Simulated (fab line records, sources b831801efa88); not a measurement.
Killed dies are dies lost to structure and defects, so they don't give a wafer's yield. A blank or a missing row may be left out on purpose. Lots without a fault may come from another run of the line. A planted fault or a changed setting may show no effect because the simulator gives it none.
A struck lot beside a sound one | flow sky130 | 45 steps out of a route of 708
Sound: wafers L815.1, L815.2, L815.3. Struck: wafers L822.1, L822.2, L822.5. The cause comes at the end.
At each step with rows: each side's tool, then ch and its chambers, then its first start. Under that, the readings that differ: sound wafers | struck wafers | difference of the means | sigmas: that difference in standard deviations of wafers without a fault.
alike: readings whose means differ by less than 2 such deviations, and words and numbers that are the same on both sides. not compared: withheld readings, readings that some wafer has no value for, bounds like >300 that may hide the same value, and numbers for which the record gives no deviation and whose values overlap.
The two part at a step that has a row with sigmas, a row that says differs or no value, or rows on one side only. Numbers that don't overlap but have no deviation are shown without sigmas and don't part them. A reading that every wafer of one side lacks parts them only if that side has two wafers or more.

first, 3 steps without rows for these wafers: SKY_SONOS_ONO_WET_ETCH_18 (etches Si3N4 in H3PO4, target depth 15 nm, time 172 s); SKY_GATE_OXIDE_CLEAN_00 (cleans in SC1/SC2, time 150 s); SKY_GATE_OXIDE_OXIDATION_01 (stabilise 600 s, purge 300 s, target thk 10.268 nm).
SKY_GATE_OXIDE_THK_MEAS_02:
  sound on film_metro-04, day 14 10:17; struck on film_metro-04, day 16 13:01
  alike: GATE_OXIDE_OXIDATION_00_THK
then, 7 steps without rows for these wafers: SKY_GATE_OXIDE_DEHYDRATE_03 (time 60 s); SKY_GATE_OXIDE_HMDS_04 (prime time 60 s); SKY_GATE_OXIDE_COAT_05 (resist thk 1140 nm); SKY_GATE_OXIDE_SOFTBAKE_06 (time 60 s); SKY_GATE_OXIDE_EXPOSE_07 (exposes mask LVOM, target cd 600 nm); SKY_GATE_OXIDE_PEB_08; SKY_GATE_OXIDE_DEVELOP_09 (develop time 60 s).
SKY_GATE_OXIDE_OVL_MEAS_10:
  sound on overlay-01, day 15 14:36; struck on overlay-02, day 17 17:35
  alike: GATE_OXIDE_OVL
SKY_GATE_OXIDE_IMPLANT_11:
  sound on implanter-03 ch 0, day 15 14:38; struck on implanter-03 ch 0, day 17 17:37
  reading            | sound                           | struck                          | difference | sigmas
  dose_ions_cm2      | 2.6037e+12 2.5991e+12 2.601e+12 | 3.474e+12 3.4766e+12 3.4728e+12 | +8.732e+11 | +99 or more
  faraday_current_uA | 14.75 14.91 14.36               | 19.03 19.28 19.61               | +4.63      | +17
  alike: beam_energy_keV
then, 1 step without rows for these wafers: SKY_GATE_OXIDE_WET_ETCH_12 (etches SiO2 in dHF, target depth 16.8 nm, time 336 s).
SKY_GATE_OXIDE_STRIP_13: strips in O2/N2.
  sound on plasma_asher-01 ch 0,1, day 15 14:53; struck on plasma_asher-04 ch 0,1, day 17 17:52
  alike: drypump_motor_current_A, n2_flow_sccm, oes_product_au, strip_time_to_endpoint_s
  not compared: rf_hours_counter_h
SKY_GATE_OXIDE_TW_MEAS_14:
  sound on film_metro-01, day 15 14:59; struck on film_metro-03, day 17 17:58
  reading       | sound             | struck            | difference | sigmas
  GATE_OXIDE_TW | 222.5 221.2 222.1 | 237.2 238.2 238.1 | +15.9      | +8
then, 3 steps without rows for these wafers: SKY_GATE_OXIDE_CLEAN_15 (cleans in SC1/SC2, time 150 s); SKY_GATE_OXIDE_OXIDATION_16 (stabilise 600 s, purge 300 s, target thk 3.57 nm); SKY_POLY_GATE_CVD_00 (deposits poly-Si, target thk 180 nm, time 720 s).
SKY_POLY_GATE_THK_MEAS_01:
  sound on film_metro-01, day 15 18:43; struck on film_metro-02, day 17 21:38
  alike: POLY_GATE_CVD_00_THK
then, 8 steps without rows for these wafers: SKY_RES_PROTECT_DEHYDRATE_00 (time 60 s); SKY_RES_PROTECT_HMDS_01 (prime time 60 s); SKY_RES_PROTECT_COAT_02 (resist thk 1140 nm); SKY_RES_PROTECT_SOFTBAKE_03 (time 60 s); SKY_RES_PROTECT_EXPOSE_04 (exposes mask RPM, target cd 1270 nm); SKY_RES_PROTECT_PEB_05; SKY_RES_PROTECT_DEVELOP_06 (develop time 60 s); SKY_POLY_GATE_IMPLANT_02.
SKY_RES_PROTECT_STRIP_07: strips in O2/N2.
  sound on plasma_asher-01 ch 0,1, day 16 23:54; struck on plasma_asher-03 ch 0,1, day 19 04:00
  reading                      | sound             | struck            | difference | sigmas
  strip_time_to_endpoint_s (s) | 23.21 23.23 23.22 | 23.37 23.33 23.34 | +0.13      | +3
  alike: drypump_motor_current_A, n2_flow_sccm, oes_product_au
  not compared: rf_hours_counter_h
SKY_RES_PROTECT_TW_MEAS_08:
  sound on film_metro-02, day 17 00:00; struck on film_metro-04, day 19 04:06
  alike: POLY_GATE_TW
then, 2 steps without rows for these wafers: SKY_RES_PROTECT_CLEAN_09 (cleans in SC1/SC2, time 150 s); SKY_POLY_GATE_CVD_03 (deposits Si3N4 from DCS/NH3, target thk 75 nm, time 1290 s).
SKY_POLY_GATE_THK_MEAS_04:
  sound on film_metro-01, day 17 01:28; struck on film_metro-02, day 19 06:14
  alike: POLY_GATE_CVD_03_THK
then, 8 steps without rows for these wafers: SKY_POLY_GATE_DEHYDRATE_05 (time 60 s); SKY_POLY_GATE_HMDS_06 (prime time 60 s); SKY_POLY_GATE_COAT_07 (resist thk 110 nm); SKY_POLY_GATE_COAT_08 (resist thk 450 nm); SKY_POLY_GATE_SOFTBAKE_09 (time 90 s); SKY_POLY_GATE_EXPOSE_10 (exposes mask P1M, target cd 150 nm); SKY_POLY_GATE_PEB_11; SKY_POLY_GATE_DEVELOP_12 (develop time 60 s).
SKY_POLY_GATE_CD_MEAS_13: target cd 150 nm.
  sound on cd_sem-02, day 18 06:28; struck on cd_sem-01, day 20 12:50
  reading    | sound             | struck            | difference | sigmas
  cd_nm (nm) | 149.9 152.4 150.6 | 148.0 148.2 148.0 | -2.9       | -2
-- the record jumps here: 14 days lie between the struck wafers' starts before and after (it left off in module POLY_GATE and takes up again in module LOCAL_INTERCONNECT, whose first step shown is number 400 of the route) --
SKY_LOCAL_INTERCONNECT_ETCH_13: etches BARC in N2/H2, stops on SiO2, time 45.9 s, target depth 60 nm.
  sound on rie_metal-03 ch 0,1, day 32 03:38; struck on rie_metal-03 ch 0,1, day 34 01:30
  reading                             | sound             | struck          | difference | sigmas
  model.LOCAL_INTERCONNECT.cd_nm (nm) | 171.2 169.4 169.7 | 191.5 190 190.6 | +20.6      |
  alike: drypump_motor_current_A, h2_flow_sccm, n2_flow_sccm, oes_product_au, throttle_valve_pct
  not compared: rf_hours_counter_h
SKY_LOCAL_INTERCONNECT_METAL_ETCH_14: etches TiN in Cl2/BCl3, stops on PSG, target depth 110 nm, time 31.4 s.
  sound on rie_metal-03 ch 0,1, day 32 03:42; struck on rie_metal-03 ch 0,1, day 34 01:34
  reading                             | sound           | struck            | difference | sigmas
  model.LOCAL_INTERCONNECT.cd_nm (nm) | 171 168.8 168.5 | 192.4 190.4 191.1 | +21.9      |
  alike: drypump_motor_current_A, oes_product_au, throttle_valve_pct
  not compared: rf_hours_counter_h
-- the record jumps here: 14 days lie between the struck wafers' starts before and after (it left off in module LOCAL_INTERCONNECT and takes up again in module PAD_OPEN, whose first step shown is number 708 of the route) --
SKY_PAD_OPEN_PROBE_99:
  sound on prober-01, day 47 01:13; struck on prober-01, day 48 11:28
  reading                                   | sound             | struck            | difference | sigmas
  model.etest.tip_p.rs_ohm_sq               | 6849 6829 6821    | 6458 6459 6455    | -376       |
  model.etest.pfet_01v8.r_on_ohm_um         | 2828 2932 2937    | 2728 2685 2627    | -219       |
  model.etest.nfet_01v8_lvt.drive_ua_um     | 590.9 574.2 564.2 | 518.6 520.6 528   | -54.0      |
  model.etest.nfet_01v8.r_on_ohm_um         | 804.9 836.1 841.8 | 895.2 891.8 865.9 | +56.7      |
  model.etest.pfet_01v8_lvt.drive_ua_um     | 178.9 173.5 174.3 | 213 217.2 217.2   | +40        |
  model.etest.nfet_01v8.drive_ua_um         | 522.8 502 497.8   | 457.1 460.7 470.8 | -44.7      |
  model.etest.nfet_01v8_turned.drive_ua_um  | 515.9 503.5 498.8 | 461.2 458.9 468.9 | -43.1      |
  model.etest.nfet_01v8_swapped.drive_ua_um | 522.2 502.5 500.1 | 464.1 465.2 468.3 | -42.4      |
  alike: killed_at_M0_to_M3, killed_at_M4_up, killed_at_contacts, killed_at_front_end, killed_at_other, killed_dies, killed_open, killed_short

WHERE THEY PART
First at SKY_GATE_OXIDE_IMPLANT_11; last, within this record, at SKY_POLY_GATE_CD_MEAS_13. Later steps at which nothing parts them and some readings are alike: SKY_LOCAL_INTERCONNECT_ETCH_13, SKY_LOCAL_INTERCONNECT_METAL_ETCH_14, SKY_PAD_OPEN_PROBE_99.

WHY: what the simulator had put in
Process parameter drift: implanter-03, from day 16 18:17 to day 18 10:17, at SKY_GATE_OXIDE_IMPLANT_11. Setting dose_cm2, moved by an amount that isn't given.
